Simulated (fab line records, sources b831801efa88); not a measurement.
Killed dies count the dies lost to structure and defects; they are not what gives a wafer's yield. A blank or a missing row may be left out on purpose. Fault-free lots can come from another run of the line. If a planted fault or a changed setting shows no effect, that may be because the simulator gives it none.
Matching of chambers | flow sky130 | 4 sister chambers for SKY_PAD_OPEN_ETCH_07 on rie-diel-03
The step etches the open film in CF4/O2, stops on AlCu, target depth 725 nm, time 161.1 s. 14 wafers are shown with their chamber, then 7 later ones without.

## WAFERS WITH THEIR CHAMBER
wafer  | chamber | drypump-motor-current-A (A) | oes-product-au (a.u.) | throttle-valve-pct (%)
L222.2 | 0       | 5.6                         | 0.987                 | 5.971
L222.3 | 1       | 6.6                         | 0.971                 | 5.957
L222.4 | 3       | 5.7                         | 0.994                 | 5.974
L225.1 | 2       | 6.2                         | 0.985                 | 5.960
L225.4 | 0       | 5.5                         | 0.979                 | 5.965
L225.6 | 1       | 6.6                         | 0.966                 | 5.965
L223.1 | 0       | 5.6                         | 0.976                 | 5.959
L223.5 | 3       | 5.7                         | 0.994                 | 5.963
L223.6 | 2       | 6.2                         | 0.986                 | 5.955
L224.2 | 0       | 5.5                         | 0.962                 | 5.963
L224.5 | 3       | 5.7                         | 0.975                 | 5.974
L224.6 | 0       | 5.5                         | 0.979                 | 5.963
L238.1 | 1       | 6.6                         | 0.976                 | 5.966
L238.2 | 2       | 6.2                         | 0.995                 | 5.970

SIGNATURES, as means of the wafers listed above
reading                 | chamber 0 | chamber 1 | chamber 2 | chamber 3 | scatter within a chamber
drypump-motor-current-A | 5.540     | 6.600     | 6.200     | 5.700     | 0.0346
oes-product-au          | 0.97660   | 0.97100   | 0.98867   | 0.98767   | 0.00827
throttle-valve-pct      | 5.96420   | 5.96267   | 5.96167   | 5.97033   | 0.00568
Rule: for a wafer and a chamber, the distance is found by dividing, reading by reading, the gap between the wafer's reading and the chamber's mean by the reading's scatter, squaring, summing and taking the root. If the next closest chamber is less than 2 further off than the closest, the wafer can't be placed; otherwise it belongs to the closest. The scatter is the square root of a quotient: the sum, over the shown wafers, of each reading's squared deviation from its chamber's mean, divided by wafers minus chambers.

## WAFERS WITH NO CHAMBER GIVEN
wafer  | drypump-motor-current-A (A) | oes-product-au (a.u.) | throttle-valve-pct (%)
L238.6 | 5.5                         | 0.981                 | 5.953
L240.1 | 5.7                         | 0.981                 | 5.973
L240.3 | 5.5                         | 0.961                 | 5.967
L240.5 | 6.6                         | 0.980                 | 5.964
L241.1 | 5.5                         | 0.978                 | 5.976
L241.3 | 6.2                         | 0.981                 | 5.970
L241.6 | 5.7                         | 0.979                 | 5.972

## WHICH CHAMBER EACH ONE RAN IN
wafer  | from the rows above | in truth
L238.6 | 0                   | 0
L240.1 | 3                   | 3
L240.3 | 0                   | 0
L240.5 | 1                   | 1
L241.1 | 0                   | 0
L241.3 | 2                   | 2
L241.6 | 3                   | 3
Correctly placed: 7 of 7. Can't be placed from these rows: 0. Placed wrongly: 0.
